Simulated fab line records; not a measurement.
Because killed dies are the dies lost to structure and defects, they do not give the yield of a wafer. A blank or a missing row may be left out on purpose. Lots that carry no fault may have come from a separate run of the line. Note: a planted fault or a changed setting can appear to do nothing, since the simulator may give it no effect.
Lot-split experiment | flow sky130 | route with 708 steps; 5 lots, 23 wafers read

== ON THE SPLIT ==
At SKY_SONOS_ONO_EXPOSE_10 (exposes mask ONOM, target cd 410 nm), the setting doseMj was moved away from the recipe's 150 on 6 of the 23 wafers read, by +4.9% to +7.4%. All remaining wafers had this setting at the recipe value.

== FROM THE SPLIT TO THE READING: what the file shows between them, 2 steps ==
- SKY_SONOS_ONO_PEB_11
- SKY_SONOS_ONO_DEVELOP_12: develop time 60 s

== THE READING ==
cdNm at SKY_SONOS_ONO_CD_MEAS_13, given in nm (cd target 410 nm). Typical for fault-free wafers on this fab line: 409.5 nm, with standard deviation 2.3 nm.

wafer  | tool, chamber at the split | doseMj as run | against the recipe | cdNm, nm | against lot-mates on the recipe
L074.1 | ilineStepper-02, 0         | 157.3         | +4.9%              | 398.3    | -10.3
L074.3 | ilineStepper-02, 0         | 150           | recipe             | 408.5    | -
L074.4 | ilineStepper-02, 0         | 157.3         | +4.9%              | 399.6    | -9.0
L074.5 | ilineStepper-02, 0         | 150           | recipe             | 408.7    | -
L074.6 | ilineStepper-02, 0         | 157.3         | +4.9%              | 397.0    | -11.6
L075.1 | ilineStepper-01, 0         | 150           | recipe             | 405.1    | -
L075.3 | ilineStepper-01, 0         | 150           | recipe             | 408.5    | -
L075.4 | ilineStepper-01, 0         | 150           | recipe             | 405.4    | -
L075.5 | ilineStepper-01, 0         | 150           | recipe             | 407.5    | -
L075.6 | ilineStepper-01, 0         | 150           | recipe             | 407.2    | -
L078.2 | ilineStepper-02, 0         | 150           | recipe             | 408.8    | -
L078.3 | ilineStepper-02, 0         | 161.1         | +7.4%              | 389.0    | -21.7
L078.4 | ilineStepper-02, 0         | 161.1         | +7.4%              | 390.7    | -20.0
L078.5 | ilineStepper-02, 0         | 161.1         | +7.4%              | 387.1    | -23.6
L078.6 | ilineStepper-02, 0         | 150           | recipe             | 412.6    | -
L079.1 | ilineStepper-02, 0         | 150           | recipe             | 407.6    | -
L079.2 | ilineStepper-02, 0         | 150           | recipe             | 407.2    | -
L079.3 | ilineStepper-02, 0         | 150           | recipe             | 411.1    | -
L081.2 | ilineStepper-02, 0         | 150           | recipe             | 409.3    | -
L081.3 | ilineStepper-02, 0         | 150           | recipe             | 407.1    | -
L081.4 | ilineStepper-02, 0         | 150           | recipe             | 408.3    | -
L081.5 | ilineStepper-02, 0         | 150           | recipe             | 409.5    | -
L081.6 | ilineStepper-02, 0         | 150           | recipe             | 408.4    | -

THE FIT
A straight line over all 23 wafers: cdNm changes by -2.46 nm for each +1% of doseMj; r = -0.97; the points scatter about the line by 1.9 nm.
The same after taking each lot's own level away (the mean of its wafers on the recipe; 23 wafers): -2.72 nm for each +1%; r = -0.97; scatter 1.8 nm.
According to that fit, moving doseMj by its largest amount changes the reading by 20 nm.
Across the lots, their own levels run from 406.74 to 410.70 nm, a range of 1.7 times the standard deviation given above.
The two slopes are in agreement: the lot-to-lot level therefore moves the slope only a little.
Check: for one of the wafers moved furthest among these (+7.4%), held out of the fit, the line's prediction against its lot-mates is -19.4 nm. Against them it came out at -21.7 nm.

== THE WHOLE CHAIN: every reading that the file lists as answering this split, in the file's order ==
step                     | what it does                                                       | reading                                                         | change (the file's fit)              | r (the file's)
SKY_SONOS_ONO_CD_MEAS_13 | target cd 410 nm                                                   | cdNm                                                            | -2.69 nm for each +1% of the setting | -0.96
SKY_SONOS_ONO_ETCH_15    | etches the open film in CHF3/O2, target depth 19.52 nm, time 7.8 s | SONOS_ONO.cdNm (the simulator's own value, which no gauge read) | -2.66 nm for each +1% of the setting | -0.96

== THE FILE'S OWN FIT ==
cdNm changes by -2.69 nm for each +1% of doseMj, r = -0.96.
